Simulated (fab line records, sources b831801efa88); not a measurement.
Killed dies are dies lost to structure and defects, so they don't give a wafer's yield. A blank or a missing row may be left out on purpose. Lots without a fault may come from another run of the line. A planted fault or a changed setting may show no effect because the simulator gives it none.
One fault seen from 2 desks | flow sky130 | each desk has only its own numbers; what lay behind them comes last

THE METROLOGY DESK
What the gauges read, lot by lot, whatever tool the lot ran on: means of the sampled wafers that have a number. A lot is out of limits, marked OUT, if its mean lies more than 4 standard deviations from the usual mean; the brackets give that distance.
Columns: A = FIELD_ISO_CVD_24_THK at SKY_FIELD_ISO_THK_MEAS_25, usual 597 nm; B = VT_ADJUST_HVTR_TW at SKY_VT_ADJUST_HVTR_TW_MEAS_11, usual 210.4
lot  | first seen here | A   | B
L769 | day 2 06:26     | 597 | 208.7
L772 | day 2 23:16     | 593 | 212.3
L776 | day 4 03:24     | 596 | 211.1
L778 | day 4 07:27     | 595 | 186.5 (-18) OUT
L780 | day 4 14:37     | 602 | 187.3 (-18) OUT
L782 | day 5 02:29     | 594 | 187.0 (-18) OUT
L783 | day 5 10:19     | 604 | 213.3
L784 | day 5 14:28     | 594 | 210.1
L786 | day 6 01:53     | 594 | 209.9
L788 | day 6 10:12     | 593 | 210.5
L790 | day 6 22:58     | 599 | 210.9
L791 | day 7 04:18     | 596 | 211.3
L792 | day 7 07:38     | 598 | 212.4
This desk's finding: out of limits on L778, L780, L782; first on L778, day 12 16:05 (VT_ADJUST_HVTR_TW at SKY_VT_ADJUST_HVTR_TW_MEAS_11). In limits: L769, L772, L776, L783, L784, L786, L788, L790, L791, L792.

THE TOOL OWNER'S DESK: implanter-02
The tool's own readings at SKY_VT_ADJUST_HVTR_IMPLANT_09: means of the sampled wafers that have a number, for each lot that ran on this tool. A lot is out of limits, marked OUT, if its mean lies more than 4 standard deviations from the usual mean; the brackets give that distance.
Columns: A = dose_ions_cm2 at SKY_VT_ADJUST_HVTR_IMPLANT_09, usual 2.1001e+12; B = faraday_current_uA at SKY_VT_ADJUST_HVTR_IMPLANT_09, usual 11.84
lot  | first seen here | A                            | B
L769 | day 9 12:22     | 2.1025e+12                   | 11.76
L772 | day 11 00:35    | 2.0983e+12                   | 11.81
L776 | day 12 12:26    | 2.0952e+12                   | 11.76
L778 | day 12 15:51    | 1.3823e+12 (-99 or more) OUT | 7.78 (-18) OUT
L780 | day 12 20:17    | 1.3816e+12 (-99 or more) OUT | 7.81 (-18) OUT
L782 | day 13 16:56    | 1.3842e+12 (-99 or more) OUT | 7.76 (-18) OUT
L792 | day 16 19:45    | 2.0985e+12                   | 11.62
This desk's finding: out of limits on L778, L780, L782; first on L778, day 12 15:51 (dose_ions_cm2 at SKY_VT_ADJUST_HVTR_IMPLANT_09). In limits: L769, L772, L776, L792.

PUT TOGETHER
The tool owner's desk could have raised an alarm at day 12 15:51, on L778, L780, L782.
The metrology desk could have raised an alarm at day 12 16:05, on L778, L780, L782.
Of the lots named, all ran SKY_VT_ADJUST_HVTR_IMPLANT_09 on implanter-02.

WHAT THE SIMULATOR HAD PUT IN
Process parameter drift: implanter-02, from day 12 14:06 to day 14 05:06, at SKY_VT_ADJUST_HVTR_IMPLANT_09. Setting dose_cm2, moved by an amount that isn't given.
Lots struck among those shown: L778, L780, L782.
Hours from the fault's start to each desk's first reading out of limits: the tool owner's desk, 2; the metrology desk, 2.
